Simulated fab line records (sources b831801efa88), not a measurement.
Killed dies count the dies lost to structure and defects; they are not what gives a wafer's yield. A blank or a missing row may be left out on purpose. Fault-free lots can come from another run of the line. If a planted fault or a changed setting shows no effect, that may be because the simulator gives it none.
Matching of chambers / flow sky130 / cmp-02 running SKY_VIA3_CMP_02: 4 sister chambers
The step polishes SiO2. 4 wafers are shown with their chamber, then 7 later ones without.

== EACH WAFER AND ITS CHAMBER ==
wafer=L334.4; chamber=2; motor-current-A (A)=11.4
wafer=L339.4; chamber=3; motor-current-A (A)=11.3
wafer=L342.1; chamber=0; motor-current-A (A)=12.1
wafer=L342.4; chamber=1; motor-current-A (A)=13.4

== WAFERS MISSING THEIR CHAMBER ==
wafer=L342.5; motor-current-A (A)=10.9
wafer=L343.1; motor-current-A (A)=12.5
wafer=L343.4; motor-current-A (A)=10.9
wafer=L343.5; motor-current-A (A)=10.9
wafer=L346.2; motor-current-A (A)=11.9
wafer=L346.5; motor-current-A (A)=11.3
wafer=L346.6; motor-current-A (A)=12.5

== WHICH CHAMBER EACH WENT THROUGH ==
wafer=L342.5; from the rows above=can't be placed: 3 or 2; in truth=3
wafer=L343.1; from the rows above=can't be placed: 0 or 1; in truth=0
wafer=L343.4; from the rows above=can't be placed: 3 or 2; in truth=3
wafer=L343.5; from the rows above=can't be placed: 3 or 2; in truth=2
wafer=L346.2; from the rows above=can't be placed: 0 or 2 or 3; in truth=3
wafer=L346.5; from the rows above=can't be placed: 3 or 2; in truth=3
wafer=L346.6; from the rows above=can't be placed: 0 or 1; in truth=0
Correctly placed: 0 of 7. Can't be placed from these rows: 7 (the true chamber is among the candidates in 7). Placed wrongly: 0.
How it was worked out, from the rows above alone: a wafer's distance from a chamber is the root of the sum, over the readings, of the square of ((its reading less the chamber's mean) divided by the reading's scatter). If the next closest chamber is less than 2 further off than the closest, the wafer can't be placed; otherwise it belongs to the closest. A chamber's mean is the mean of its shown wafers. The scatter: with one shown wafer a chamber, the root of the mean of the squares of how far each hidden wafer lies from its nearest shown one.
